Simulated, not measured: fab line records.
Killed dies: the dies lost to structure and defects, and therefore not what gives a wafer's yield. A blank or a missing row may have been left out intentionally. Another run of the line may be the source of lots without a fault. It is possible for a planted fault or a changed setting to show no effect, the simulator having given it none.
Which of the tools did it? :: flow sky130 :: Sampling: 24 lots, 72 wafers, 5 of 708 route steps

== WHAT EACH GAUGE READ, for each wafer ==
SKY_VT_ADJUST_HVTP_TW_MEAS_11. Usual: for VT_ADJUST_HVTP_TW the level is 1349 and the standard deviation is 5.6.
lot: L074
measured: day 6 06:23
on: filmMetro-03
VT_ADJUST_HVTP_TW: 1350 1355 1346
flag: 

lot: L076
measured: day 6 14:04
on: filmMetro-03
VT_ADJUST_HVTP_TW: 1350 1360 1344
flag: 

lot: L075
measured: day 6 14:13
on: filmMetro-04
VT_ADJUST_HVTP_TW: 1363 1359 1354
flag: 

lot: L077
measured: day 6 21:16
on: filmMetro-03
VT_ADJUST_HVTP_TW: 1352 1354 1357
flag: 

lot: L078
measured: day 7 03:50
on: filmMetro-03
VT_ADJUST_HVTP_TW: 1353 1352 1348
flag: 

lot: L079
measured: day 7 11:31
on: filmMetro-04
VT_ADJUST_HVTP_TW: 1354 1363 1352
flag: 

lot: L080
measured: day 7 21:02
on: filmMetro-02
VT_ADJUST_HVTP_TW: 1343 1350 1357
flag: 

lot: L081
measured: day 8 05:19
on: filmMetro-02
VT_ADJUST_HVTP_TW: 1351 1347 1341
flag: 

lot: L082
measured: day 8 08:56
on: filmMetro-04
VT_ADJUST_HVTP_TW: 1348 1352 1354
flag: 

lot: L083
measured: day 8 14:23
on: filmMetro-04
VT_ADJUST_HVTP_TW: 1346 1357 1345
flag: 

lot: L084
measured: day 8 20:43
on: filmMetro-02
VT_ADJUST_HVTP_TW: 1351 1347 1343
flag: 

lot: L085
measured: day 9 03:09
on: filmMetro-04
VT_ADJUST_HVTP_TW: 1348 1351 1353
flag: 

lot: L086
measured: day 9 06:27
on: filmMetro-03
VT_ADJUST_HVTP_TW: 1349 1344 1347
flag: 

lot: L087
measured: day 9 13:14
on: filmMetro-03
VT_ADJUST_HVTP_TW: 1346 1340 1337
flag: 

lot: L088
measured: day 9 23:10
on: filmMetro-02
VT_ADJUST_HVTP_TW: 1353 1352 1357
flag: 

lot: L089
measured: day 10 00:46
on: filmMetro-02
VT_ADJUST_HVTP_TW: 1353 1342 1354
flag: 

lot: L090
measured: day 10 09:16
on: filmMetro-02
VT_ADJUST_HVTP_TW: 1343 1345 1347
flag: 

lot: L091
measured: day 10 13:58
on: filmMetro-04
VT_ADJUST_HVTP_TW: 1336 1337 1339
flag: 

lot: L092
measured: day 10 18:16
on: filmMetro-04
VT_ADJUST_HVTP_TW: 1352 1336 1349
flag: 

lot: L093
measured: day 11 02:17
on: filmMetro-02
VT_ADJUST_HVTP_TW: 1352 1350 1350
flag: 

lot: L094
measured: day 11 10:11
on: filmMetro-02
VT_ADJUST_HVTP_TW: 1356 1345 1350
flag: 

lot: L095
measured: day 11 19:16
on: filmMetro-02
VT_ADJUST_HVTP_TW: 1345 1344 1352
flag: 

lot: L096
measured: day 11 23:18
on: filmMetro-02
VT_ADJUST_HVTP_TW: 1348 1344 1349
flag: 

lot: L097
measured: day 12 02:21
on: filmMetro-04
VT_ADJUST_HVTP_TW: 1353 1357 1345
flag: 

SKY_LOCAL_INTERCONNECT_OVL_MEAS_12. Usual: for LOCAL_INTERCONNECT_OVL the level is -3 nm and the standard deviation is 4.6.
lot: L074
measured: day 30 16:51
on: overlay-01
LOCAL_INTERCONNECT_OVL (nm): 2 0 -2
flag: 

lot: L076
measured: day 31 07:38
on: overlay-01
LOCAL_INTERCONNECT_OVL (nm): -12 -9 -11
flag: 

lot: L075
measured: day 31 06:25
on: overlay-01
LOCAL_INTERCONNECT_OVL (nm): 1 4 0
flag: 

lot: L077
measured: day 31 09:12
on: overlay-01
LOCAL_INTERCONNECT_OVL (nm): 5 5 6
flag: 

lot: L078
measured: day 31 19:29
on: overlay-02
LOCAL_INTERCONNECT_OVL (nm): 4 -3 2
flag: 

lot: L079
measured: day 32 09:52
on: overlay-02
LOCAL_INTERCONNECT_OVL (nm): -2 -10 -4
flag: 

lot: L080
measured: day 32 19:38
on: overlay-01
LOCAL_INTERCONNECT_OVL (nm): -1 0 -2
flag: 

lot: L081
measured: day 33 07:25
on: overlay-02
LOCAL_INTERCONNECT_OVL (nm): -10 -5 -10
flag: 

lot: L082
measured: day 33 12:09
on: overlay-02
LOCAL_INTERCONNECT_OVL (nm): 1 -4 -5
flag: 

lot: L083
measured: day 33 15:28
on: overlay-01
LOCAL_INTERCONNECT_OVL (nm): 2 7 3
flag: 

lot: L084
measured: day 34 00:55
on: overlay-02
LOCAL_INTERCONNECT_OVL (nm): -13 0 -7
flag: 

lot: L085
measured: day 34 04:13
on: overlay-02
LOCAL_INTERCONNECT_OVL (nm): -1 -6 4
flag: 

lot: L086
measured: day 34 10:31
on: overlay-02
LOCAL_INTERCONNECT_OVL (nm): -5 -2 -8
flag: 

lot: L087
measured: day 34 20:06
on: overlay-02
LOCAL_INTERCONNECT_OVL (nm): -1 -7 0
flag: 

lot: L088
measured: day 35 07:28
on: overlay-02
LOCAL_INTERCONNECT_OVL (nm): -2 -3 -9
flag: 

lot: L089
measured: day 35 13:10
on: overlay-01
LOCAL_INTERCONNECT_OVL (nm): -3 -4 -2
flag: 

lot: L090
measured: day 35 17:17
on: overlay-01
LOCAL_INTERCONNECT_OVL (nm): -2 -4 -5
flag: 

lot: L091
measured: day 36 00:52
on: overlay-01
LOCAL_INTERCONNECT_OVL (nm): -2 1 -11
flag: 

lot: L092
measured: day 36 03:39
on: overlay-02
LOCAL_INTERCONNECT_OVL (nm): 0 -10 -6
flag: 

lot: L093
measured: day 36 12:21
on: overlay-01
LOCAL_INTERCONNECT_OVL (nm): -5 -9 -1
flag: 

lot: L094
measured: day 36 21:13
on: overlay-01
LOCAL_INTERCONNECT_OVL (nm): 3 0 3
flag: 

lot: L095
measured: day 37 17:57
on: overlay-01
LOCAL_INTERCONNECT_OVL (nm): -2 -5 -4
flag: 

lot: L096
measured: day 37 18:49
on: overlay-01
LOCAL_INTERCONNECT_OVL (nm): -10 -3 -7
flag: 

lot: L097
measured: day 37 20:28
on: overlay-02
LOCAL_INTERCONNECT_OVL (nm): -6 -5 -6
flag: 

SKY_METAL2_OVL_MEAS_16. Usual: for METAL2_OVL the level is -5 nm and the standard deviation is 4.4.
lot: L074
measured: day 35 10:28
on: overlay-01
METAL2_OVL (nm): -2 1 -1
flag: 

lot: L076
measured: day 36 02:25
on: overlay-02
METAL2_OVL (nm): -3 -4 -7
flag: 

lot: L075
measured: day 36 00:02
on: overlay-02
METAL2_OVL (nm): 2 -7 -6
flag: 

lot: L077
measured: day 36 04:05
on: overlay-01
METAL2_OVL (nm): -4 -2 -8
flag: 

lot: L078
measured: day 36 11:44
on: overlay-01
METAL2_OVL (nm): -6 3 3
flag: 

lot: L079
measured: day 37 01:06
on: overlay-01
METAL2_OVL (nm): -3 -5 -9
flag: 

lot: L080
measured: day 37 11:07
on: overlay-02
METAL2_OVL (nm): -2 -8 3
flag: 

lot: L081
measured: day 37 23:25
on: overlay-01
METAL2_OVL (nm): -7 0 -5
flag: 

lot: L082
measured: day 38 02:28
on: overlay-02
METAL2_OVL (nm): 2 0 -2
flag: 

lot: L083
measured: day 38 04:48
on: overlay-01
METAL2_OVL (nm): -12 -7 1
flag: 

lot: L084
measured: day 38 14:27
on: overlay-01
METAL2_OVL (nm): -7 -11 -10
flag: 

lot: L085
measured: day 38 18:10
on: overlay-01
METAL2_OVL (nm): -5 -7 -5
flag: 

lot: L086
measured: day 39 00:35
on: overlay-02
METAL2_OVL (nm): 4 1 -1
flag: 

lot: L087
measured: day 39 09:18
on: overlay-02
METAL2_OVL (nm): -4 -3 -2
flag: 

lot: L088
measured: day 39 20:21
on: overlay-01
METAL2_OVL (nm): -1 -15 -12
flag: 

lot: L089
measured: day 40 02:53
on: overlay-01
METAL2_OVL (nm): -1 -5 -3
flag: 

lot: L090
measured: day 40 05:19
on: overlay-01
METAL2_OVL (nm): -3 1 -1
flag: 

lot: L091
measured: day 40 14:16
on: overlay-01
METAL2_OVL (nm): -4 -8 -5
flag: 

lot: L092
measured: day 40 15:48
on: overlay-02
METAL2_OVL (nm): -5 -6 -2
flag: 

lot: L093
measured: day 40 23:28
on: overlay-01
METAL2_OVL (nm): -14 -5 -8
flag: 

lot: L094
measured: day 41 08:09
on: overlay-02
METAL2_OVL (nm): -2 -2 1
flag: 

lot: L095
measured: day 42 02:29
on: overlay-02
METAL2_OVL (nm): -7 -8 -6
flag: 

lot: L096
measured: day 42 03:46
on: overlay-01
METAL2_OVL (nm): -8 -15 -8
flag: 

lot: L097
measured: day 42 04:25
on: overlay-01
METAL2_OVL (nm): -4 -11 -10
flag: 

== EACH LOT AND THE TOOL THAT RAN IT (in order: tool; ch and the chambers of the sampled wafers; start) ==
lot: L074
SKY_METAL1_SPUTTER_02: pvdSputter-04, day 31 22:55
SKY_VIA1_CVD_21: cvdW-02 ch 0,1, day 34 07:12

lot: L076
SKY_METAL1_SPUTTER_02: pvdSputter-02, day 32 15:19
SKY_VIA1_CVD_21: cvdW-02 ch 0,1, day 34 23:06

lot: L075
SKY_METAL1_SPUTTER_02: pvdSputter-02, day 32 12:55
SKY_VIA1_CVD_21: cvdW-02 ch 0,1, day 34 20:58

lot: L077
SKY_METAL1_SPUTTER_02: pvdSputter-04, day 32 16:25
SKY_VIA1_CVD_21: cvdW-01 ch 0,1, day 35 00:44

lot: L078
SKY_METAL1_SPUTTER_02: pvdSputter-03, day 33 00:41
SKY_VIA1_CVD_21: cvdW-02 ch 0,1, day 35 08:40

lot: L079
SKY_METAL1_SPUTTER_02: pvdSputter-03, day 33 15:22
SKY_VIA1_CVD_21: cvdW-02 ch 0, day 35 22:48

lot: L080
SKY_METAL1_SPUTTER_02: pvdSputter-04, day 34 00:58
SKY_VIA1_CVD_21: cvdW-01 ch 0,1, day 36 08:58

lot: L081
SKY_METAL1_SPUTTER_02: pvdSputter-02, day 34 12:50
SKY_VIA1_CVD_21: cvdW-02 ch 0,1, day 36 20:53

lot: L082
SKY_METAL1_SPUTTER_02: pvdSputter-02, day 34 17:52
SKY_VIA1_CVD_21: cvdW-01 ch 0,1, day 37 00:41

lot: L083
SKY_METAL1_SPUTTER_02: pvdSputter-03, day 34 20:59
SKY_VIA1_CVD_21: cvdW-01 ch 0,1, day 37 03:05

lot: L084
SKY_METAL1_SPUTTER_02: pvdSputter-04, day 35 05:58
SKY_VIA1_CVD_21: cvdW-01 ch 0, day 37 12:30

lot: L085
SKY_METAL1_SPUTTER_02: pvdSputter-04, day 35 09:26
SKY_VIA1_CVD_21: cvdW-02 ch 1, day 37 15:47

lot: L086
SKY_METAL1_SPUTTER_02: pvdSputter-02, day 35 15:35
SKY_VIA1_CVD_21: cvdW-02 ch 0,1, day 37 22:14

lot: L087
SKY_METAL1_SPUTTER_02: pvdSputter-03, day 36 01:40
SKY_VIA1_CVD_21: cvdW-01 ch 0,1, day 38 07:52

lot: L088
SKY_METAL1_SPUTTER_02: pvdSputter-04, day 36 12:37
SKY_VIA1_CVD_21: cvdW-02 ch 0, day 38 18:00

lot: L089
SKY_METAL1_SPUTTER_02: pvdSputter-02, day 36 18:50
SKY_VIA1_CVD_21: cvdW-02 ch 0,1, day 39 00:55

lot: L090
SKY_METAL1_SPUTTER_02: pvdSputter-03, day 36 22:19
SKY_VIA1_CVD_21: cvdW-02 ch 0,1, day 39 03:56

lot: L091
SKY_METAL1_SPUTTER_02: pvdSputter-04, day 37 06:04
SKY_VIA1_CVD_21: cvdW-01 ch 0,1, day 39 12:49

lot: L092
SKY_METAL1_SPUTTER_02: pvdSputter-02, day 37 08:48
SKY_VIA1_CVD_21: cvdW-02 ch 1, day 39 13:29

lot: L093
SKY_METAL1_SPUTTER_02: pvdSputter-04, day 37 17:49
SKY_VIA1_CVD_21: cvdW-01 ch 0,1, day 39 22:22

lot: L094
SKY_METAL1_SPUTTER_02: pvdSputter-03, day 38 02:44
SKY_VIA1_CVD_21: cvdW-01 ch 0,1, day 40 07:02

lot: L095
SKY_METAL1_SPUTTER_02: pvdSputter-02, day 38 22:25
SKY_VIA1_CVD_21: cvdW-01 ch 0,1, day 41 01:34

lot: L096
SKY_METAL1_SPUTTER_02: pvdSputter-03, day 38 23:22
SKY_VIA1_CVD_21: cvdW-02 ch 0,1, day 41 03:13

lot: L097
SKY_METAL1_SPUTTER_02: pvdSputter-03, day 39 00:38
SKY_VIA1_CVD_21: cvdW-01 ch 0,1, day 41 03:38
- SKY_METAL1_SPUTTER_02: material AlCu, target thk 250 nm, time 13.3 s.
- SKY_VIA1_CVD_21: deposits W, target thk 270 nm, time 80.902 s.

== AS READ BY THE TOOLS THEMSELVES (means over the sampled wafers that have a number; for cases with no such wafer, the mark the record gives instead) ==
SKY_METAL1_SPUTTER_02. Usual: throttleValvePct 30.0 %, standard deviation 1.2.
lot: L074
tool: pvdSputter-04
throttleValvePct (%): 29.1
flag: 

lot: L076
tool: pvdSputter-02
throttleValvePct (%): 30.1
flag: 

lot: L075
tool: pvdSputter-02
throttleValvePct (%): 29.7
flag: 

lot: L077
tool: pvdSputter-04
throttleValvePct (%): 29.0
flag: 

lot: L078
tool: pvdSputter-03
throttleValvePct (%): 30.7
flag: 

lot: L079
tool: pvdSputter-03
throttleValvePct (%): 30.6
flag: 

lot: L080
tool: pvdSputter-04
throttleValvePct (%): 30.1
flag: 

lot: L081
tool: pvdSputter-02
throttleValvePct (%): 29.9
flag: 

lot: L082
tool: pvdSputter-02
throttleValvePct (%): 30.6
flag: 

lot: L083
tool: pvdSputter-03
throttleValvePct (%): 30.8
flag: 

lot: L084
tool: pvdSputter-04
throttleValvePct (%): 29.6
flag: 

lot: L085
tool: pvdSputter-04
throttleValvePct (%): 29.4
flag: 

lot: L086
tool: pvdSputter-02
throttleValvePct (%): 30.9
flag: 

lot: L087
tool: pvdSputter-03
throttleValvePct (%): 30.9
flag: 

lot: L088
tool: pvdSputter-04
throttleValvePct (%): 29.8
flag: 

lot: L089
tool: pvdSputter-02
throttleValvePct (%): 30.8
flag: 

lot: L090
tool: pvdSputter-03
throttleValvePct (%): 30.4
flag: 

lot: L091
tool: pvdSputter-04
throttleValvePct (%): 28.9
flag: 

lot: L092
tool: pvdSputter-02
throttleValvePct (%): 30.0
flag: 

lot: L093
tool: pvdSputter-04
throttleValvePct (%): 28.9
flag: 

lot: L094
tool: pvdSputter-03
throttleValvePct (%): 31.2
flag: 

lot: L095
tool: pvdSputter-02
throttleValvePct (%): 29.1
flag: 

lot: L096
tool: pvdSputter-03
throttleValvePct (%): 30.4
flag: 

lot: L097
tool: pvdSputter-03
throttleValvePct (%): 30.7
flag: 

SKY_VIA1_CVD_21. Usual: heaterPowerW 901 W, standard deviation 90.
lot: L074
tool: cvdW-02
heaterPowerW (W): 969
flag: 

lot: L076
tool: cvdW-02
heaterPowerW (W): 937
flag: 

lot: L075
tool: cvdW-02
heaterPowerW (W): 972
flag: 

lot: L077
tool: cvdW-01
heaterPowerW (W): 861
flag: 

lot: L078
tool: cvdW-02
heaterPowerW (W): 964
flag: 

lot: L079
tool: cvdW-02
heaterPowerW (W): 1006
flag: 

lot: L080
tool: cvdW-01
heaterPowerW (W): 884
flag: 

lot: L081
tool: cvdW-02
heaterPowerW (W): 967
flag: 

lot: L082
tool: cvdW-01
heaterPowerW (W): 884
flag: 

lot: L083
tool: cvdW-01
heaterPowerW (W): 878
flag: 

lot: L084
tool: cvdW-01
heaterPowerW (W): 938
flag: 

lot: L085
tool: cvdW-02
heaterPowerW (W): 906
flag: 

lot: L086
tool: cvdW-02
heaterPowerW (W): 939
flag: 

lot: L087
tool: cvdW-01
heaterPowerW (W): 886
flag: 

lot: L088
tool: cvdW-02
heaterPowerW (W): 1000
flag: 

lot: L089
tool: cvdW-02
heaterPowerW (W): 968
flag: 

lot: L090
tool: cvdW-02
heaterPowerW (W): 982
flag: 

lot: L091
tool: cvdW-01
heaterPowerW (W): 840
flag: 

lot: L092
tool: cvdW-02
heaterPowerW (W): 899
flag: 

lot: L093
tool: cvdW-01
heaterPowerW (W): 830
flag: 

lot: L094
tool: cvdW-01
heaterPowerW (W): 801
flag: 

lot: L095
tool: cvdW-01
heaterPowerW (W): 777
flag: 

lot: L096
tool: cvdW-02
heaterPowerW (W): 936
flag: 

lot: L097
tool: cvdW-01
heaterPowerW (W): 850
flag: 

== THE ANSWER, worked out from the rows above alone ==
Rule: a lot counts as off when the mean over its wafers that have a number is more than 3 standard deviations away from the usual mean. A lot without any number at a reading at which 4 lots or more have one is off too. All remaining lots with rows at the step are treated as sound. After the gauges, taken in route order, come the tools' own readings; for these a lot's mean is taken, as printed above. At the first step where some lot is off, the reading lying furthest off is the one used; lots without a number count as furthest.
None of the lots is off at any reading shown; this tells nothing.

== WHAT HAD BEEN PUT IN BY THE SIMULATOR ==
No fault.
